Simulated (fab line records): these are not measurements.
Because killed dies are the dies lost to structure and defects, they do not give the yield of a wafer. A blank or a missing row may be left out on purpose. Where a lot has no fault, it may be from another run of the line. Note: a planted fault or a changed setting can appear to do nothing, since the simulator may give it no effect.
8D (eight disciplines) problem report, filled in by code + flow sky130 + the parts of the form that need people (team, actions taken, sign-off) are left out

## 1. THE PROBLEM
Wafers without a fault read 0.4000 Pa, standard deviation 0.00077; chamberPressurePa at SKY_METAL2_SPUTTER_03 reads a mean of 0.4208 Pa on 2 wafers belonging to 2 lots. Relative to the usual mean, that is a shift of +27 standard deviations.
The step: material Ti, target thk 5 nm, time 3.3 s.
The first sign was on wafer L592.2 at day 39 11:54, on pvdSputter-03. Wafers with a number at this step in the record: 36, from 12 lots. Rule for "out", or "out of limits": more than 4 standard deviations from the usual mean. All remaining wafers that have a number are taken as sound.

## 2. WHAT IT IS, WHAT IT ISN'T
| question                    | is                | is not                                                                    |
|-----------------------------|-------------------|---------------------------------------------------------------------------|
| which readings at this step | chamberPressurePa | throttleValvePct                                                          |
| which lots                  | L592, L593        | L577, L580, L583, L584, L585, L586, L587, L588, L589, L594                |
| which wafers of those lots  | L592.2, L593.4    | L592.5, L592.6, L593.1, L593.5                                            |
| read on which tools         | pvdSputter-03     | pvdSputter-04                                                             |
| when                        | from day 39 11:54 | up to then (29 sound wafers); but 5 sound wafers of L593, L594 came after |

## 3. SUSPECTS, AND WHAT RULES EACH OUT
Counting: any tool at a process step up to the reading remains a suspect provided it ran every lot that is out. Sound lots after the first of them don't rule it out here, since some wafers of a struck lot are sound.
- pvdSputter-03 at SKY_METAL2_SPUTTER_03 (material Ti, target thk 5 nm, time 3.3 s): kept. It processed each lot that is out (first: L592, day 39 11:54); up to then, its last sound lot is L584 (day 36 23:33). Its own readings are out on those wafers: chamberPressurePa.
After counting, what remains is pvdSputter-03 at SKY_METAL2_SPUTTER_03.

## 4. THE CAUSE (what the simulator had put in)
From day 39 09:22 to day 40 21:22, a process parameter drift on pvdSputter-03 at SKY_METAL2_SPUTTER_03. From 0.4, the setting chamberPressurePa moved by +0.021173. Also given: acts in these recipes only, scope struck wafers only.
The count eliminated every tool but this one.

## 5. THE EFFECT CHAIN, in route order
One row per reading whose mean, taken over the struck wafers that have a number, lies over 3 standard deviations from the usual. Scope: only readings with a usual standard deviation given in the record; hours: median across lots of the time from each lot's start at the first step in this table that gives one to its start at this step; sigmas: change in usual standard deviations.
| hours | step                  | reading           | usual     | on struck wafers | change  | sigmas |
|-------|-----------------------|-------------------|-----------|------------------|---------|--------|
| 0     | SKY_METAL2_SPUTTER_03 | chamberPressurePa | 0.4000 Pa | 0.4208           | +0.0208 | +27    |
Process steps it contains:
- SKY_METAL2_SPUTTER_03: material Ti, target thk 5 nm, time 3.3 s.

## 6. HOW IT WOULD HAVE BEEN CAUGHT EARLIER
In this record the first reading out of limits was taken at day 39 11:54, 3 hours after the fault began at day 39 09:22.
